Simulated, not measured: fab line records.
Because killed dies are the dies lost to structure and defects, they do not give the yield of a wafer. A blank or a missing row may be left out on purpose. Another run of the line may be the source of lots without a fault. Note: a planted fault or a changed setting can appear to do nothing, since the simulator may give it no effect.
A lot that was struck, set against a sound lot + flow sky130 + 44 steps out of a route of 708
Sound: these wafers, L476.1, L476.3, L476.5. Wafers L465.1, L465.6 were the ones struck. Last of all comes the cause.
Per side, at each step with rows, come the tool, then ch with its chambers, and then its first start. Under that, the readings that differ: sound wafers + struck wafers + difference of the means + sigmas: that difference in standard deviations of wafers without a fault.
alike: a reading whose means differ by less than 2 such deviations, as well as words and numbers matching on both sides. not compared: withheld readings; readings where some wafer has no value; bounds like >300 that might hide an equal value; numbers whose values overlap and for which the record gives no deviation.
Wherever a step has rows on one side only, a row that says differs or no value, or a row with sigmas, the two part there. Numbers that don't overlap but have no deviation are shown without sigmas and don't part them. Lack of a reading on every wafer of one side parts them only where that side has two or more wafers.

first, 5 steps without rows for these wafers: SKY_VIA2_ETCH_15 (etches SiO2 in C4F8/O2/Ar, stops on TiN, target depth 546 nm, time 84 s); SKY_VIA2_STRIP_16 (strips in O2/N2); SKY_VIA2_STRIP_17 (strips in post etch residue remover, time 1200 s); SKY_VIA2_CLEAN_18 (cleans in IPA, time 180 s); SKY_VIA2_CLEAN_19 (cleans in O3/DIW).
SKY_VIA2_SPUTTER_20: material TiN, target thk 20 nm, time 80 s.
  sound on pvd sputter-03 at day 42 00:14; struck on pvd sputter-04 at day 38 16:44
  alike: throttle valve pct
SKY_VIA2_CVD_21: deposits W, target thk 420 nm, time 126.4 s.
  sound on cvd w-01 ch 0,1, day 42 00:18; struck on cvd w-02 ch 0, day 38 16:47
  alike: heater power w, susceptor temp C
SKY_VIA2_RS_MEAS_22: uses a four-point probe to measure.
  sound on film metro-04 at day 42 00:26; struck on film metro-01 at day 38 16:55
  alike: VIA2_W_RS
SKY_VIA2_THK_MEAS_23: measures by xrf.
  sound on film metro-04 at day 42 00:33; struck on film metro-01 at day 38 17:02
  alike: VIA2_W_THK
then, 3 steps without rows for these wafers: SKY_VIA2_CMP_24 (polishes, stops on SiO2, t overpolish 20 s, target thk 0 nm); SKY_METAL3_SPUTTER_00 (material Ti, target thk 15 nm, time 10 s); SKY_METAL3_SPUTTER_01 (material TiN, target thk 20 nm, time 16.7 s).
SKY_METAL3_SPUTTER_02: material AlCu, target thk 735 nm, time 39.1 s.
  sound on pvd sputter-01 at day 42 00:58; struck on pvd sputter-03 at day 38 17:27
| reading                                     | sound             | struck      | difference | sigmas |
|---------------------------------------------|-------------------|-------------|------------|--------|
| model.AlCu_of_METAL3_SPUTTER_02.thk nm (nm) | 738.9 730.2 731.1 | 758.1 760.8 | +26.1      |        |
  alike: throttle valve pct
SKY_METAL3_SPUTTER_03: material Ti, target thk 5 nm, time 3.3 s.
  sound on pvd sputter-01 at day 42 01:00; struck on pvd sputter-03 at day 38 17:29
  alike: throttle valve pct
then, 1 step without rows for these wafers: SKY_METAL3_SPUTTER_04 (material TiN, target thk 70 nm, time 58.3 s).
SKY_CAPM_CVD_00: deposits SiO2, target thk 15.5 nm.
  sound on pecvd-02 ch 2, day 42 01:04; struck on pecvd-01 ch 1, day 38 17:34
  alike: heater power w, susceptor temp C
SKY_CAPM_THK_MEAS_01:
  sound on film metro-03 at day 42 01:06; struck on film metro-02 at day 38 17:35
  alike: CAPM_CVD_00_THK
SKY_CAPM_SPUTTER_02: material TiN, target thk 200 nm, time 166.7 s.
  sound on pvd sputter-04 at day 42 01:10; struck on pvd sputter-01 at day 38 17:38
  alike: susceptor temp C, throttle valve pct
SKY_CAPM_RS_MEAS_03: uses a four-point probe to measure.
  sound on film metro-04 at day 42 01:16; struck on film metro-03 at day 38 17:45
  alike: CAPM_TIN_RS
SKY_CAPM_THK_MEAS_04: measures by xrf.
  sound on film metro-04 at day 42 01:23; struck on film metro-03 at day 38 17:52
  alike: CAPM_TIN_THK
then, 7 steps without rows for these wafers: SKY_CAPM_DEHYDRATE_05 (time 60 s); SKY_CAPM_HMDS_06 (prime time 60 s); SKY_CAPM_COAT_07 (resist thk 1140 nm); SKY_CAPM_SOFTBAKE_08 (time 60 s); SKY_CAPM_EXPOSE_09 (exposes mask CAPM, target cd 1000 nm); SKY_CAPM_PEB_10; SKY_CAPM_DEVELOP_11 (develop time 60 s).
SKY_CAPM_OVL_MEAS_12:
  sound on overlay-02 at day 43 00:34; struck on overlay-02 at day 39 18:20
  alike: CAPM_OVL
then, 13 steps without rows for these wafers: SKY_CAPM_METAL_ETCH_13 (etches TiN in Cl2/BCl3, stops on SiO2, target depth 220 nm, time 62.9 s); SKY_CAPM_STRIP_14 (strips in O2/N2); SKY_CAPM_STRIP_15 (strips in post etch residue remover, time 1200 s); SKY_CAPM_CLEAN_16 (cleans in IPA, time 180 s); SKY_CAPM_CLEAN_17 (cleans in O3/DIW); SKY_METAL3_DEHYDRATE_05 (time 60 s); SKY_METAL3_HMDS_06 (prime time 60 s); SKY_METAL3_COAT_07 (resist thk 60 nm); SKY_METAL3_COAT_08 (resist thk 1140 nm); SKY_METAL3_SOFTBAKE_09 (time 90 s); SKY_METAL3_EXPOSE_10 (exposes mask MM3, target cd 300 nm); SKY_METAL3_PEB_11; SKY_METAL3_DEVELOP_12 (develop time 60 s).
SKY_METAL3_CD_MEAS_13: the cd target is 300 nm.
  sound on cd sem-01 at day 44 00:04; struck on cd sem-01 at day 40 19:23
  alike: cd nm
SKY_METAL3_METAL_ETCH_18: etches the open film in Cl2/BCl3, stops on SiO2, target depth 845 nm, time 183.1 s.
  sound on rie metal-03 ch 1, day 44 00:23; struck on rie metal-02 ch 0,1, day 40 19:41
| reading                            | sound             | struck      | difference | sigmas |
|------------------------------------|-------------------|-------------|------------|--------|
| drypump motor current A (A)        | 4.9 4.9 5.0       | 6.0 5.7     | +0.9       | +2     |
| oes product au (a.u.)              | 0.874 0.857 0.869 | 0.882 0.888 | +0.018     | +3     |
| model.METAL3.feature depth nm (nm) | 868.9 859.9 861.3 | 887.8 890.6 | +25.8      |        |
| model.etch.depth nm (nm)           | 868.9 859.9 861.3 | 887.8 890.6 | +25.8      |        |
  alike: throttle valve pct
  not compared: rf hours counter h
-- the record jumps here: 7 days lie between the struck wafers' starts before and after (it left off in module METAL3 and takes up again in module PAD_OPEN, whose first step shown is number 708 of the route) --
SKY_PAD_OPEN_PROBE_99:
  sound on prober-02 at day 50 04:07; struck on prober-01 at day 47 16:10
| reading                    | sound                  | struck          | difference | sigmas |
|----------------------------|------------------------|-----------------|------------|--------|
| model.etest.met3.rs ohm sq | 0.04251 0.04322 0.0428 | 0.04166 0.04143 | -0.00130   |        |
  alike: defect limited yield, killed_at_M0_to_M3, killed_at_M4_up, killed at contacts, killed at front end, killed at other, killed dies, killed on rim, killed open, killed short, sort_bin_3_pad_short, sort_bin_5_function, sort_bin_6_memory, sort n pass, sort yield pct

WHERE THEY PART
Within this record, at SKY_METAL3_METAL_ETCH_18 only. Later steps at which nothing parts them and some readings are alike: SKY_PAD_OPEN_PROBE_99.

WHY: whatever the simulator had introduced
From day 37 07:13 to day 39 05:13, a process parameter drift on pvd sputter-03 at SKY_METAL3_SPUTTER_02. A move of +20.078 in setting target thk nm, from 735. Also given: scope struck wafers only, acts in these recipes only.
